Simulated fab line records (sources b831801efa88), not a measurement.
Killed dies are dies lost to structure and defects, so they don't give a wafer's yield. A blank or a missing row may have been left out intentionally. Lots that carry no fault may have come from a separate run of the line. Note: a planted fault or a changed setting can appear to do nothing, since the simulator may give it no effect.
Which tool was responsible? || flow gf180mcu || 13 lots with 39 wafers sampled at 5 steps, on a route of 602 steps

WHAT THE GAUGES SHOWED, per wafer
GF_LVPWELL_TW_MEAS_11.
{"lot": "L557", "measured": "day 4 06:51", "on": "film-metro-01", "LVPWELL_TW": "564 567 566"}
{"lot": "L558", "measured": "day 4 12:17", "on": "film-metro-01", "LVPWELL_TW": "560 563 562"}
{"lot": "L559", "measured": "day 4 12:49", "on": "film-metro-02", "LVPWELL_TW": "552 554 556"}
{"lot": "L560", "measured": "day 5 01:41", "on": "film-metro-04", "LVPWELL_TW": "551 551 552"}
{"lot": "L562", "measured": "day 5 11:04", "on": "film-metro-04", "LVPWELL_TW": "553 552 551"}
{"lot": "L564", "measured": "day 5 22:05", "on": "film-metro-01", "LVPWELL_TW": "568 569 569"}
{"lot": "L565", "measured": "day 5 22:26", "on": "film-metro-01", "LVPWELL_TW": "566 567 566"}
{"lot": "L566", "measured": "day 6 09:12", "on": "film-metro-02", "LVPWELL_TW": "554 551 552"}
{"lot": "L568", "measured": "day 6 20:26", "on": "film-metro-02", "LVPWELL_TW": "552 552 553"}
{"lot": "L573", "measured": "day 8 00:39", "on": "film-metro-01", "LVPWELL_TW": "567 568 570"}
{"lot": "L575", "measured": "day 8 05:11", "on": "film-metro-01", "LVPWELL_TW": "568 567 565"}
{"lot": "L577", "measured": "day 8 11:24", "on": "film-metro-04", "LVPWELL_TW": "549 553 551"}
{"lot": "L580", "measured": "day 9 03:42", "on": "film-metro-02", "LVPWELL_TW": "554 557 557"}

GF_VT_IMPLANT_TW_MEAS_21.
{"lot": "L557", "measured": "day 6 12:31", "on": "film-metro-02", "VT_IMPLANT_2_TW": "1200 1201 1203"}
{"lot": "L558", "measured": "day 6 17:21", "on": "film-metro-01", "VT_IMPLANT_2_TW": "1231 1228 1228"}
{"lot": "L559", "measured": "day 6 17:41", "on": "film-metro-02", "VT_IMPLANT_2_TW": "1200 1200 1200"}
{"lot": "L560", "measured": "day 7 08:51", "on": "film-metro-02", "VT_IMPLANT_2_TW": "1200 1205 1200"}
{"lot": "L562", "measured": "day 7 22:10", "on": "film-metro-02", "VT_IMPLANT_2_TW": "1212 1214 1210"}
{"lot": "L564", "measured": "day 8 11:07", "on": "film-metro-03", "VT_IMPLANT_2_TW": "1217 1212 1213"}
{"lot": "L565", "measured": "day 8 12:22", "on": "film-metro-01", "VT_IMPLANT_2_TW": "1223 1223 1218"}
{"lot": "L566", "measured": "day 8 23:45", "on": "film-metro-01", "VT_IMPLANT_2_TW": "1224 1229 1228"}
{"lot": "L568", "measured": "day 9 13:28", "on": "film-metro-02", "VT_IMPLANT_2_TW": "1208 1203 1206"}
{"lot": "L573", "measured": "day 10 20:03", "on": "film-metro-03", "VT_IMPLANT_2_TW": "1212 30 30"}
{"lot": "L575", "measured": "day 11 02:57", "on": "film-metro-02", "VT_IMPLANT_2_TW": "1203 30 30"}
{"lot": "L577", "measured": "day 11 11:24", "on": "film-metro-01", "VT_IMPLANT_2_TW": "1237 1228 1232"}
{"lot": "L580", "measured": "day 12 03:50", "on": "film-metro-03", "VT_IMPLANT_2_TW": "1214 1220 1210"}

GF_VT_IMPLANT_TW_MEAS_32.
{"lot": "L557", "measured": "day 7 02:51", "on": "film-metro-02", "VT_IMPLANT_3_TW": "266.4 266.3 266.4"}
{"lot": "L558", "measured": "day 7 08:12", "on": "film-metro-03", "VT_IMPLANT_3_TW": "269.6 270.0 271.0"}
{"lot": "L559", "measured": "day 7 09:10", "on": "film-metro-02", "VT_IMPLANT_3_TW": "265.2 266.4 265.4"}
{"lot": "L560", "measured": "day 8 00:50", "on": "film-metro-01", "VT_IMPLANT_3_TW": "272.8 271.2 271.7"}
{"lot": "L562", "measured": "day 8 13:16", "on": "film-metro-01", "VT_IMPLANT_3_TW": "272.4 274.0 272.4"}
{"lot": "L564", "measured": "day 9 03:22", "on": "film-metro-01", "VT_IMPLANT_3_TW": "270.0 270.1 270.4"}
{"lot": "L565", "measured": "day 9 05:34", "on": "film-metro-01", "VT_IMPLANT_3_TW": "269.6 270.6 268.6"}
{"lot": "L566", "measured": "day 9 16:12", "on": "film-metro-02", "VT_IMPLANT_3_TW": "267.4 266.3 266.7"}
{"lot": "L568", "measured": "day 10 07:04", "on": "film-metro-03", "VT_IMPLANT_3_TW": "269.8 270.2 269.5"}
{"lot": "L573", "measured": "day 11 15:13", "on": "film-metro-01", "VT_IMPLANT_3_TW": "273.0 271.9 272.1"}
{"lot": "L575", "measured": "day 11 21:32", "on": "film-metro-02", "VT_IMPLANT_3_TW": "266.2 266.3 266.5"}
{"lot": "L577", "measured": "day 12 06:43", "on": "film-metro-01", "VT_IMPLANT_3_TW": "273.6 272.3 272.3"}
{"lot": "L580", "measured": "day 12 23:04", "on": "film-metro-02", "VT_IMPLANT_3_TW": "266.8 265.1 268.1"}

TOOL THAT RAN EACH LOT (tool first, then ch and the chambers of the sampled wafers, then the start)
{"lot": "L557", "GF_VT_IMPLANT_DEVELOP_17": "litho-track-03 ch 0, day 6 12:05", "GF_VT_IMPLANT_STRIP_20": "plasma-asher-02 ch 0,1, day 6 12:25"}
{"lot": "L558", "GF_VT_IMPLANT_DEVELOP_17": "litho-track-02 ch 0, day 6 16:55", "GF_VT_IMPLANT_STRIP_20": "plasma-asher-04 ch 0,1, day 6 17:15"}
{"lot": "L559", "GF_VT_IMPLANT_DEVELOP_17": "litho-track-03 ch 0, day 6 17:17", "GF_VT_IMPLANT_STRIP_20": "plasma-asher-04 ch 0,1, day 6 17:36"}
{"lot": "L560", "GF_VT_IMPLANT_DEVELOP_17": "litho-track-02 ch 0, day 7 08:25", "GF_VT_IMPLANT_STRIP_20": "plasma-asher-02 ch 1, day 7 08:45"}
{"lot": "L562", "GF_VT_IMPLANT_DEVELOP_17": "litho-track-01 ch 0, day 7 21:46", "GF_VT_IMPLANT_STRIP_20": "plasma-asher-04 ch 0,1, day 7 22:05"}
{"lot": "L564", "GF_VT_IMPLANT_DEVELOP_17": "litho-track-02 ch 0, day 8 10:41", "GF_VT_IMPLANT_STRIP_20": "plasma-asher-03 ch 0,1, day 8 11:00"}
{"lot": "L565", "GF_VT_IMPLANT_DEVELOP_17": "litho-track-02 ch 0, day 8 11:56", "GF_VT_IMPLANT_STRIP_20": "plasma-asher-02 ch 0,1, day 8 12:15"}
{"lot": "L566", "GF_VT_IMPLANT_DEVELOP_17": "litho-track-02 ch 0, day 8 23:19", "GF_VT_IMPLANT_STRIP_20": "plasma-asher-03 ch 0,1, day 8 23:39"}
{"lot": "L568", "GF_VT_IMPLANT_DEVELOP_17": "litho-track-03 ch 0, day 9 13:01", "GF_VT_IMPLANT_STRIP_20": "plasma-asher-03 ch 1, day 9 13:22"}
{"lot": "L573", "GF_VT_IMPLANT_DEVELOP_17": "litho-track-02 ch 0, day 10 19:37", "GF_VT_IMPLANT_STRIP_20": "plasma-asher-03 ch 0,1, day 10 19:57"}
{"lot": "L575", "GF_VT_IMPLANT_DEVELOP_17": "litho-track-02 ch 0, day 11 02:31", "GF_VT_IMPLANT_STRIP_20": "plasma-asher-03 ch 0,1, day 11 02:51"}
{"lot": "L577", "GF_VT_IMPLANT_DEVELOP_17": "litho-track-01 ch 0, day 11 10:58", "GF_VT_IMPLANT_STRIP_20": "plasma-asher-03 ch 0,1, day 11 11:18"}
{"lot": "L580", "GF_VT_IMPLANT_DEVELOP_17": "litho-track-03 ch 0, day 12 03:25", "GF_VT_IMPLANT_STRIP_20": "plasma-asher-04 ch 0,1, day 12 03:44"}
- GF_VT_IMPLANT_DEVELOP_17: develop time 60 s.
- GF_VT_IMPLANT_STRIP_20: strips in O2/N2.

WHAT THE TOOLS THEMSELVES READ (means of the sampled wafers that have a number; where no wafer has one, the mark that the record gives instead)
GF_VT_IMPLANT_DEVELOP_17.
{"lot": "L557", "tool": "litho-track-03", "developer-temp-C (C)": 23.10}
{"lot": "L558", "tool": "litho-track-02", "developer-temp-C (C)": 23.04}
{"lot": "L559", "tool": "litho-track-03", "developer-temp-C (C)": 23.16}
{"lot": "L560", "tool": "litho-track-02", "developer-temp-C (C)": 23.03}
{"lot": "L562", "tool": "litho-track-01", "developer-temp-C (C)": 23.00}
{"lot": "L564", "tool": "litho-track-02", "developer-temp-C (C)": 23.09}
{"lot": "L565", "tool": "litho-track-02", "developer-temp-C (C)": 22.94}
{"lot": "L566", "tool": "litho-track-02", "developer-temp-C (C)": 22.82}
{"lot": "L568", "tool": "litho-track-03", "developer-temp-C (C)": 23.00}
{"lot": "L573", "tool": "litho-track-02", "developer-temp-C (C)": 23.09}
{"lot": "L575", "tool": "litho-track-02", "developer-temp-C (C)": 23.01}
{"lot": "L577", "tool": "litho-track-01", "developer-temp-C (C)": 23.07}
{"lot": "L580", "tool": "litho-track-03", "developer-temp-C (C)": 23.02}

GF_VT_IMPLANT_STRIP_20.
{"lot": "L557", "tool": "plasma-asher-02", "drypump-motor-current-A (A)": 5.3, "heater-power-w (W)": 363, "n2-flow-sccm (sccm)": 300.1, "oes-product-au (a.u.)": 0.712, "strip-time-to-endpoint-s (s)": 12.63}
{"lot": "L558", "tool": "plasma-asher-04", "drypump-motor-current-A (A)": 5.6, "heater-power-w (W)": 345, "n2-flow-sccm (sccm)": 300.4, "oes-product-au (a.u.)": 0.716, "strip-time-to-endpoint-s (s)": 12.64}
{"lot": "L559", "tool": "plasma-asher-04", "drypump-motor-current-A (A)": 5.7, "heater-power-w (W)": 345, "n2-flow-sccm (sccm)": 299.4, "oes-product-au (a.u.)": 0.717, "strip-time-to-endpoint-s (s)": 12.66}
{"lot": "L560", "tool": "plasma-asher-02", "drypump-motor-current-A (A)": 4.9, "heater-power-w (W)": 372, "n2-flow-sccm (sccm)": 301.2, "oes-product-au (a.u.)": 0.715, "strip-time-to-endpoint-s (s)": 12.65}
{"lot": "L562", "tool": "plasma-asher-04", "drypump-motor-current-A (A)": 5.6, "heater-power-w (W)": 340, "n2-flow-sccm (sccm)": 300.6, "oes-product-au (a.u.)": 0.710, "strip-time-to-endpoint-s (s)": 12.63}
{"lot": "L564", "tool": "plasma-asher-03", "drypump-motor-current-A (A)": 6.2, "heater-power-w (W)": 361, "n2-flow-sccm (sccm)": 299.6, "oes-product-au (a.u.)": 0.719, "strip-time-to-endpoint-s (s)": 12.64}
{"lot": "L565", "tool": "plasma-asher-02", "drypump-motor-current-A (A)": 5.3, "heater-power-w (W)": 355, "n2-flow-sccm (sccm)": 300.1, "oes-product-au (a.u.)": 0.715, "strip-time-to-endpoint-s (s)": 12.58}
{"lot": "L566", "tool": "plasma-asher-03", "drypump-motor-current-A (A)": 6.2, "heater-power-w (W)": 358, "n2-flow-sccm (sccm)": 300.4, "oes-product-au (a.u.)": 0.714, "strip-time-to-endpoint-s (s)": 12.66}
{"lot": "L568", "tool": "plasma-asher-03", "drypump-motor-current-A (A)": 5.8, "heater-power-w (W)": 353, "n2-flow-sccm (sccm)": 300.4, "oes-product-au (a.u.)": 0.720, "strip-time-to-endpoint-s (s)": 12.66}
{"lot": "L573", "tool": "plasma-asher-03", "drypump-motor-current-A (A)": 6.0, "heater-power-w (W)": 358, "n2-flow-sccm (sccm)": 299.8, "oes-product-au (a.u.)": 0.716, "strip-time-to-endpoint-s (s)": 12.61}
{"lot": "L575", "tool": "plasma-asher-03", "drypump-motor-current-A (A)": 6.2, "heater-power-w (W)": 354, "n2-flow-sccm (sccm)": 300.4, "oes-product-au (a.u.)": 0.719, "strip-time-to-endpoint-s (s)": 12.63}
{"lot": "L577", "tool": "plasma-asher-03", "drypump-motor-current-A (A)": 6.0, "heater-power-w (W)": 351, "n2-flow-sccm (sccm)": 300.7, "oes-product-au (a.u.)": 0.716, "strip-time-to-endpoint-s (s)": 12.60}
{"lot": "L580", "tool": "plasma-asher-04", "drypump-motor-current-A (A)": 5.9, "heater-power-w (W)": 326, "n2-flow-sccm (sccm)": 299.8, "oes-product-au (a.u.)": 0.714, "strip-time-to-endpoint-s (s)": 12.62}

THE ANSWER, worked out from the rows above alone
Rule: the lots themselves supply what counts as usual. The widest of any qualifying gaps counts: lots, ordered by their means at a reading, are off when they make up no more than a third of the lots, leave a main group of 4 or more, and stand apart from it by 3 or more times the standard deviation of that group's means. The tables above print the reading to a certain number of digits; a main group whose means all agree to those digits is not used. Also off: a lot with no number at a reading for which 4 or more lots have one. All remaining lots with rows at the step are treated as sound. First the gauges in route order, then the tools' own readings, where a lot's mean is used as printed above. At the first step where some lot is off, the reading lying furthest off is the one used; lots without a number count as furthest.
Off: L573, L575, at GF_VT_IMPLANT_TW_MEAS_21 (VT_IMPLANT_2_TW). Main group: mean 1214, sd 11.
If a tool, at a process step before that reading, ran all the lots that are off and no sound lot after the first of them, it fits. Those tools and the gauges at GF_VT_IMPLANT_TW_MEAS_21 are tried in the same way. One fits: litho-track-02 at GF_VT_IMPLANT_DEVELOP_17. Its last sound lot is L566 (day 8 23:19), its first lot that is off L573 (day 10 19:37): a fault that began between those two fits.

WHAT THE SIMULATOR PUT IN
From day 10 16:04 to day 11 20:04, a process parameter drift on litho-track-02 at GF_VT_IMPLANT_DEVELOP_17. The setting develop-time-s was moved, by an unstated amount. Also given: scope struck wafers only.
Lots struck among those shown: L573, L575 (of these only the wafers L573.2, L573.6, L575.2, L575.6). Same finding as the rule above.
